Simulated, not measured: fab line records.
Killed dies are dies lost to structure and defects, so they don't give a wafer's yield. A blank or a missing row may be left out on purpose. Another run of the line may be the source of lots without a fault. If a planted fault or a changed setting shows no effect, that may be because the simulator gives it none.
The tool behind it: which one? || flow gf180mcu || 6 lots with 18 wafers sampled at 2 steps, on a route of 602 steps

## WHAT EACH GAUGE READ, for each wafer
GF_HV_LDD_RS_MEAS_53: uses a four-point probe to measure.
{"lot": "L393", "measured": "day 12 16:55", "on": "filmMetro-03", "HV_LDD_RS (ohm/sq)": "417.6 417.4 416.8"}
{"lot": "L397", "measured": "day 14 04:05", "on": "filmMetro-04", "HV_LDD_RS (ohm/sq)": "416.8 416.9 417.1"}
{"lot": "L403", "measured": "day 16 07:02", "on": "filmMetro-04", "HV_LDD_RS (ohm/sq)": "417.3 416.8 417.6"}
{"lot": "L411", "measured": "day 18 22:22", "on": "filmMetro-03", "HV_LDD_RS (ohm/sq)": "438.2 438.2 438.8"}
{"lot": "L413", "measured": "day 19 19:46", "on": "filmMetro-02", "HV_LDD_RS (ohm/sq)": "418.2 417.4 418.0"}
{"lot": "L415", "measured": "day 20 04:17", "on": "filmMetro-03", "HV_LDD_RS (ohm/sq)": "416.5 417.5 416.8"}

## WHICH TOOL RAN EACH LOT (tool, then ch and the chambers of the sampled wafers, then the start)
{"lot": "L393", "GF_HV_LDD_IMPLANT_09": "implanter-02 ch 0, day 10 07:34"}
{"lot": "L397", "GF_HV_LDD_IMPLANT_09": "implanter-01 ch 0, day 11 14:32"}
{"lot": "L403", "GF_HV_LDD_IMPLANT_09": "implanter-01 ch 0, day 13 14:56"}
{"lot": "L411", "GF_HV_LDD_IMPLANT_09": "implanter-01 ch 0, day 15 23:44"}
{"lot": "L413", "GF_HV_LDD_IMPLANT_09": "implanter-02 ch 0, day 16 18:10"}
{"lot": "L415", "GF_HV_LDD_IMPLANT_09": "implanter-02 ch 0, day 17 02:43"}
- GF_HV_LDD_IMPLANT_09

## THE ANSWER, worked out from the rows above alone
Rule: what is usual is taken from the lots themselves. The widest of any qualifying gaps counts: lots, ordered by their means at a reading, are off when they make up no more than a third of the lots, leave a main group of 4 or more, and stand apart from it by 3 or more times the standard deviation of that group's means. The tables above print the reading to a certain number of digits; a main group whose means all agree to those digits is not used. A lot without any number at a reading at which 4 lots or more have one is off too. All remaining lots with rows at the step are treated as sound.
Off: L411, seen at GF_HV_LDD_RS_MEAS_53 (HV_LDD_RS). Mean 417.2 ohm/sq and standard deviation 0.34 in the main group.
A tool fits if, at a process step before that reading, it ran every lot that is off, and no sound lot after the first of them. The gauges at GF_HV_LDD_RS_MEAS_53 are tried like those tools. One fits: implanter-01 at GF_HV_LDD_IMPLANT_09. A fault onset in the window from L403 (day 13 14:56, its last sound lot) to L411 (day 15 23:44, its first lot off) fits.

## WHAT THE SIMULATOR PUT IN
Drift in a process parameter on implanter-01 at GF_HV_LDD_IMPLANT_09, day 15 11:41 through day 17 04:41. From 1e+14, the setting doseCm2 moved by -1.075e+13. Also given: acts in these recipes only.
Shown lots that were struck: L411. The same result came from the rule above.
